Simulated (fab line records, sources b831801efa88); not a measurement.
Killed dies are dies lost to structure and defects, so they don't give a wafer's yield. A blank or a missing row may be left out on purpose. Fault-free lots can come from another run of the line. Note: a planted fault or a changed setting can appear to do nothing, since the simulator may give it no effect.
The tool behind it: which one? :: flow sfq-line :: 21 wafers from 7 lots sampled at 2 of the route's 325 steps

== WHAT EACH GAUGE READ, for each wafer ==
SFQ_M7_OVL_MEAS_945.
lot: L408
measured: day 80 07:12
on: overlay-02
M7_OVL (nm): 1 3 -4

lot: L410
measured: day 81 03:44
on: overlay-01
M7_OVL (nm): -5 3 -5

lot: L412
measured: day 81 08:31
on: overlay-01
M7_OVL (nm): 6 4 -4

lot: L415
measured: day 83 05:44
on: overlay-01
M7_OVL (nm): -4 -3 -3

lot: L419
measured: day 84 08:08
on: overlay-02
M7_OVL (nm): 1 9 3

lot: L423
measured: day 85 11:31
on: overlay-01
M7_OVL (nm): 111 117 121

lot: L429
measured: day 87 17:23
on: overlay-02
M7_OVL (nm): 3 3 7

== WHAT TOOL EACH LOT RAN ON (gives the tool, then ch and the chambers of the sampled wafers, and finally the start) ==
lot: L408
SFQ_TRILAYER_M7_LITHO_EXPOSE_178: krf-scanner-02 ch 0, day 80 05:54

lot: L410
SFQ_TRILAYER_M7_LITHO_EXPOSE_178: krf-scanner-01 ch 0, day 81 02:25

lot: L412
SFQ_TRILAYER_M7_LITHO_EXPOSE_178: krf-scanner-01 ch 0, day 81 07:01

lot: L415
SFQ_TRILAYER_M7_LITHO_EXPOSE_178: krf-scanner-01 ch 0, day 83 04:38

lot: L419
SFQ_TRILAYER_M7_LITHO_EXPOSE_178: krf-scanner-01 ch 0, day 84 06:50

lot: L423
SFQ_TRILAYER_M7_LITHO_EXPOSE_178: krf-scanner-02 ch 0, day 85 10:01

lot: L429
SFQ_TRILAYER_M7_LITHO_EXPOSE_178: krf-scanner-01 ch 0, day 87 15:53
- SFQ_TRILAYER_M7_LITHO_EXPOSE_178: exposes mask M7, target cd 500 nm.

== THE ANSWER, worked out from the rows above alone ==
Rule: the usual values come from the lots themselves. Put in order of their means at a reading, lots are off if they are a third of the lots or fewer, leave a main group of 4 or more, and stand apart from it by a gap of 3 or more times the standard deviation of the main group's means; of several such gaps the widest counts. Not used: any main group whose means are identical at the precision the tables above print for the reading. A lot without any number at a reading at which 4 lots or more have one is off too. Where the step has rows for the other lots, those lots are counted as sound.
Off: L423, seen at SFQ_M7_OVL_MEAS_945 (M7_OVL). The main group has a mean of 1 nm with a standard deviation of 3.
A tool fits if, at a process step before that reading, it ran every lot that is off, and no sound lot after the first of them. Those tools and the gauges at SFQ_M7_OVL_MEAS_945 are tried in the same way. Can't be told from this: 2 tools fit, krf-scanner-02 at SFQ_TRILAYER_M7_LITHO_EXPOSE_178, overlay-01 at SFQ_M7_OVL_MEAS_945.

== WHAT THE SIMULATOR HAD PUT IN ==
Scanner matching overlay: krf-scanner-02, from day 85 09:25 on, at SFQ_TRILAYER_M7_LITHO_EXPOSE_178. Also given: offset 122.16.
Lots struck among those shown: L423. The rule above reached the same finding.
